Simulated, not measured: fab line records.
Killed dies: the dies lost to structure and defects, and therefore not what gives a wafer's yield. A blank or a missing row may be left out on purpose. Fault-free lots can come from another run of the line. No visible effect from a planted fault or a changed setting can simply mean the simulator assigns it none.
Which tool was responsible? ; flow sky130 ; at 1 step of a route of 708, 24 lots with 72 wafers sampled

== WHAT THE GAUGES READ, wafer by wafer ==
SKY_CAP2M_OVL_MEAS_12. Usual: CAP2M_OVL typically reads 0.2 nm, with standard deviation 1.8.
lot;measured;on;CAP2M_OVL (nm);flag
L074;day 42 09:27;overlay-01;-1.0 0.9 -1.4;
L075;day 42 13:28;overlay-02;-1.5 -1.5 0.3;
L076;day 43 07:46;overlay-02;-1.4 -1.5 -0.3;
L077;day 43 18:34;overlay-01;2.4 3.5 2.4;
L078;day 44 00:52;overlay-02;0.3 0.9 -1.2;
L079;day 44 05:50;overlay-01;1.4 0.9 0.9;
L080;day 44 09:11;overlay-01;4.2 2.6 3.0;
L081;day 44 18:38;overlay-01;3.3 3.0 3.4;
L082;day 44 20:05;overlay-01;1.3 0.5 0.3;
L083;day 45 08:29;overlay-01;0.1 -1.6 -1.8;
L084;day 45 09:44;overlay-02;0.5 -0.7 0.2;
L085;day 45 23:17;overlay-02;-3.5 -4.6 -3.0;
L086;day 45 23:46;overlay-02;-1.6 -0.7 -1.9;
L087;day 46 09:19;overlay-02;-1.8 -1.2 -1.2;
L088;day 46 13:14;overlay-01;0.9 0.5 1.5;
L089;day 46 18:08;overlay-02;-2.7 -2.8 -2.6;
L090;day 47 04:06;overlay-02;-0.6 0.4 0.9;
L091;day 47 13:42;overlay-01;-0.7 0.0 0.1;
L093;day 47 19:21;overlay-02;2.3 2.5 2.7;
L092;day 47 22:30;overlay-02;1.8 0.8 1.2;
L094;day 48 02:32;overlay-01;3.4 1.5 2.9;
L095;day 48 09:57;overlay-01;1.3 -1.7 -1.2;
L096;day 48 12:27;overlay-02;0.0 -0.4 -1.0;
L097;day 48 16:38;overlay-02;0.1 0.3 0.0;

== TOOL THAT RAN EACH LOT (tool first, then ch and the chambers of the sampled wafers, then the start) ==
There is no process step in the record ahead of these readings.

== WHAT THE TOOLS THEMSELVES READ (means of the sampled wafers that have a number; where no wafer has one, the mark that the record gives instead) ==
The record holds no such reading with a usual standard deviation.

== THE ANSWER, worked out from the rows above alone ==
Rule: lot off if the mean of its wafers having a number is beyond 3 standard deviations from the usual mean. Also off: a lot with no number at a reading for which 4 or more lots have one. Where the step has rows for the other lots, those lots are counted as sound. Order of review: gauges by route order, followed by the tools' own readings, for which a lot's mean as printed above is used. At the first step where some lot is off, the reading lying furthest off is the one used; lots without a number count as furthest.
No lot is off on any of the readings shown, so nothing can be concluded from this.

== WHAT THE SIMULATOR HAD PUT IN ==
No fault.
